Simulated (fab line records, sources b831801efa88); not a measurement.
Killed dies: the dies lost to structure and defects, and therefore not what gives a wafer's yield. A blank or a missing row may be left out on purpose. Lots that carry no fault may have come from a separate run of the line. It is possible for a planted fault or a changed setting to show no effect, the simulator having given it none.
What tool caused it? :: flow sky130 :: 13 lots, 39 wafers sampled, at 4 steps of a route of 708

WHAT THE GAUGES SHOWED, per wafer
SKY_PWDE_TW_MEAS_10.
lot: L931
measured: day 4 04:00
on: film-metro-01
PWDE_TW: 372.0 370.4 372.5

lot: L932
measured: day 4 09:44
on: film-metro-01
PWDE_TW: 372.2 371.5 372.8

lot: L933
measured: day 4 15:03
on: film-metro-01
PWDE_TW: 372.0 372.1 372.6

lot: L934
measured: day 4 19:33
on: film-metro-03
PWDE_TW: 374.1 374.6 373.3

lot: L935
measured: day 5 04:08
on: film-metro-01
PWDE_TW: 373.2 374.3 374.4

lot: L936
measured: day 5 07:26
on: film-metro-03
PWDE_TW: 370.5 371.9 370.3

lot: L938
measured: day 5 17:39
on: film-metro-01
PWDE_TW: 373.6 373.6 373.8

lot: L940
measured: day 6 02:44
on: film-metro-02
PWDE_TW: 374.1 373.8 374.4

lot: L945
measured: day 7 14:55
on: film-metro-03
PWDE_TW: 372.0 372.4 370.3

lot: L950
measured: day 8 19:13
on: film-metro-01
PWDE_TW: 373.8 373.1 375.1

lot: L951
measured: day 8 20:45
on: film-metro-03
PWDE_TW: 372.8 373.4 373.7

lot: L952
measured: day 9 03:01
on: film-metro-03
PWDE_TW: 373.2 370.4 370.6

lot: L953
measured: day 9 08:38
on: film-metro-03
PWDE_TW: 371.7 371.1 371.3

SKY_VT_ADJUST_LVTN_OVL_MEAS_07.
lot: L931
measured: day 7 03:26
on: overlay-01
VT_ADJUST_LVTN_OVL (nm): 0.4 -0.7 -1.1

lot: L932
measured: day 7 09:31
on: overlay-01
VT_ADJUST_LVTN_OVL (nm): 1.3 1.3 -0.2

lot: L933
measured: day 7 16:49
on: overlay-02
VT_ADJUST_LVTN_OVL (nm): 0.8 -0.8 -0.7

lot: L934
measured: day 7 20:17
on: overlay-02
VT_ADJUST_LVTN_OVL (nm): -2.3 -1.1 -3.3

lot: L935
measured: day 8 06:49
on: overlay-01
VT_ADJUST_LVTN_OVL (nm): -1.8 -1.2 0.2

lot: L936
measured: day 8 12:11
on: overlay-02
VT_ADJUST_LVTN_OVL (nm): 0.3 -1.6 -1.8

lot: L938
measured: day 9 01:03
on: overlay-02
VT_ADJUST_LVTN_OVL (nm): -2.1 -2.2 -0.1

lot: L940
measured: day 9 11:52
on: overlay-01
VT_ADJUST_LVTN_OVL (nm): 1.4 -0.4 0.1

lot: L945
measured: day 11 05:43
on: overlay-01
VT_ADJUST_LVTN_OVL (nm): -1.2 0.2 0.4

lot: L950
measured: day 12 13:53
on: overlay-02
VT_ADJUST_LVTN_OVL (nm): -3.4 -1.4 -1.6

lot: L951
measured: day 12 15:02
on: overlay-01
VT_ADJUST_LVTN_OVL (nm): 1.4 0.3 -1.0

lot: L952
measured: day 12 22:35
on: overlay-02
VT_ADJUST_LVTN_OVL (nm): -0.3 -0.6 0.5

lot: L953
measured: day 13 03:53
on: overlay-02
VT_ADJUST_LVTN_OVL (nm): 0.5 -3.6 0.4

WHICH TOOL RAN EACH LOT (tool, then ch and the chambers of the sampled wafers, then the start)
lot: L931
SKY_NWELL_STRIP_14: plasma-asher-03 ch 0,1, day 4 21:05
SKY_NWELL_IMPLANT_24: implanter-02 ch 0, day 5 14:32

lot: L932
SKY_NWELL_STRIP_14: plasma-asher-02 ch 0,1, day 5 02:49
SKY_NWELL_IMPLANT_24: implanter-04 ch 0, day 5 19:35

lot: L933
SKY_NWELL_STRIP_14: plasma-asher-03 ch 0, day 5 08:53
SKY_NWELL_IMPLANT_24: implanter-03 ch 0, day 6 02:08

lot: L934
SKY_NWELL_STRIP_14: plasma-asher-03 ch 0,1, day 5 13:17
SKY_NWELL_IMPLANT_24: implanter-02 ch 0, day 6 05:53

lot: L935
SKY_NWELL_STRIP_14: plasma-asher-03 ch 0,1, day 5 21:36
SKY_NWELL_IMPLANT_24: implanter-02 ch 0, day 6 15:28

lot: L936
SKY_NWELL_STRIP_14: plasma-asher-03 ch 0,1, day 6 00:58
SKY_NWELL_IMPLANT_24: implanter-03 ch 0, day 6 19:11

lot: L938
SKY_NWELL_STRIP_14: plasma-asher-03 ch 1, day 6 11:53
SKY_NWELL_IMPLANT_24: implanter-02 ch 0, day 7 07:01

lot: L940
SKY_NWELL_STRIP_14: plasma-asher-03 ch 1, day 6 21:17
SKY_NWELL_IMPLANT_24: implanter-02 ch 0, day 7 17:14

lot: L945
SKY_NWELL_STRIP_14: plasma-asher-04 ch 0,1, day 8 11:52
SKY_NWELL_IMPLANT_24: implanter-03 ch 0, day 9 09:35

lot: L950
SKY_NWELL_STRIP_14: plasma-asher-02 ch 0,1, day 9 17:01
SKY_NWELL_IMPLANT_24: implanter-03 ch 0, day 10 14:58

lot: L951
SKY_NWELL_STRIP_14: plasma-asher-02 ch 0,1, day 9 18:19
SKY_NWELL_IMPLANT_24: implanter-03 ch 0, day 10 15:08

lot: L952
SKY_NWELL_STRIP_14: plasma-asher-03 ch 0,1, day 10 01:19
SKY_NWELL_IMPLANT_24: implanter-03 ch 0, day 10 23:07

lot: L953
SKY_NWELL_STRIP_14: plasma-asher-04 ch 0,1, day 10 05:38
SKY_NWELL_IMPLANT_24: implanter-03 ch 0, day 11 03:47
- SKY_NWELL_STRIP_14: strips in O2/N2.
- SKY_NWELL_IMPLANT_24

AS READ BY THE TOOLS THEMSELVES (means over the sampled wafers that have a number; for cases with no such wafer, the mark the record gives instead)
SKY_NWELL_STRIP_14.
lot: L931
tool: plasma-asher-03
drypump-motor-current-A (A): 5.4
oes-product-au (a.u.): 0.723
strip-time-to-endpoint-s (s): 36.96

lot: L932
tool: plasma-asher-02
drypump-motor-current-A (A): 5.9
oes-product-au (a.u.): 0.718
strip-time-to-endpoint-s (s): 36.77

lot: L933
tool: plasma-asher-03
drypump-motor-current-A (A): 6.3
oes-product-au (a.u.): 0.722
strip-time-to-endpoint-s (s): 36.83

lot: L934
tool: plasma-asher-03
drypump-motor-current-A (A): 5.4
oes-product-au (a.u.): 0.722
strip-time-to-endpoint-s (s): 36.94

lot: L935
tool: plasma-asher-03
drypump-motor-current-A (A): 5.8
oes-product-au (a.u.): 0.722
strip-time-to-endpoint-s (s): 36.81

lot: L936
tool: plasma-asher-03
drypump-motor-current-A (A): 5.8
oes-product-au (a.u.): 0.720
strip-time-to-endpoint-s (s): 36.97

lot: L938
tool: plasma-asher-03
drypump-motor-current-A (A): 4.9
oes-product-au (a.u.): 0.727
strip-time-to-endpoint-s (s): 36.93

lot: L940
tool: plasma-asher-03
drypump-motor-current-A (A): 4.9
oes-product-au (a.u.): 0.724
strip-time-to-endpoint-s (s): 36.91

lot: L945
tool: plasma-asher-04
drypump-motor-current-A (A): 5.6
oes-product-au (a.u.): 0.722
strip-time-to-endpoint-s (s): 36.81

lot: L950
tool: plasma-asher-02
drypump-motor-current-A (A): 5.4
oes-product-au (a.u.): 0.720
strip-time-to-endpoint-s (s): 36.98

lot: L951
tool: plasma-asher-02
drypump-motor-current-A (A): 5.4
oes-product-au (a.u.): 0.723
strip-time-to-endpoint-s (s): 36.94

lot: L952
tool: plasma-asher-03
drypump-motor-current-A (A): 5.8
oes-product-au (a.u.): 0.726
strip-time-to-endpoint-s (s): 36.97

lot: L953
tool: plasma-asher-04
drypump-motor-current-A (A): 5.6
oes-product-au (a.u.): 0.722
strip-time-to-endpoint-s (s): 37.01

SKY_NWELL_IMPLANT_24.
lot: L931
tool: implanter-02
beam-energy-keV: 140.05

lot: L932
tool: implanter-04
beam-energy-keV: 140.04

lot: L933
tool: implanter-03
beam-energy-keV: 139.97

lot: L934
tool: implanter-02
beam-energy-keV: 140.00

lot: L935
tool: implanter-02
beam-energy-keV: 140.02

lot: L936
tool: implanter-03
beam-energy-keV: 139.96

lot: L938
tool: implanter-02
beam-energy-keV: 153.25

lot: L940
tool: implanter-02
beam-energy-keV: 153.29

lot: L945
tool: implanter-03
beam-energy-keV: 139.93

lot: L950
tool: implanter-03
beam-energy-keV: 139.97

lot: L951
tool: implanter-03
beam-energy-keV: 140.01

lot: L952
tool: implanter-03
beam-energy-keV: 140.00

lot: L953
tool: implanter-03
beam-energy-keV: 139.98

THE ANSWER, worked out from the rows above alone
Rule: what is usual is taken from the lots themselves. Put in order of their means at a reading, lots are off if they are a third of the lots or fewer, leave a main group of 4 or more, and stand apart from it by a gap of 3 or more times the standard deviation of the main group's means; of several such gaps the widest counts. If all means in a main group match to the digits the tables above print for the reading, that group is not used. Also off: a lot with no number at a reading for which 4 or more lots have one. Where the step has rows for the other lots, those lots are counted as sound. After the gauges, taken in route order, come the tools' own readings; for these a lot's mean is taken, as printed above. At the first step where some lot is off, the reading lying furthest off is the one used; lots without a number count as furthest.
Off at SKY_NWELL_IMPLANT_24 (beam-energy-keV): L938, L940. The main group has a mean of 139.99 with a standard deviation of 0.034.
A tool fits if, at that step or a process step before it, it ran every lot that is off, and no sound lot after the first of them. One fits: implanter-02 at SKY_NWELL_IMPLANT_24. Its last sound lot is L935 (day 6 15:28), its first lot that is off L938 (day 7 07:01): a fault that began between those two fits.
On the lots that are off, the tool's own readings at SKY_NWELL_IMPLANT_24 differ by more than 5 times the standard deviation of the sound lots' means, which bears it out; beam-energy-keV reads 153.27 there versus 139.99 on the sound lots.

WHAT THE SIMULATOR HAD INSERTED
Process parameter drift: implanter-02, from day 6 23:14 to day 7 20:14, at SKY_NWELL_IMPLANT_24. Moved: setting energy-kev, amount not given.
Lots struck among those shown: L938, L940. Same finding as the rule above.
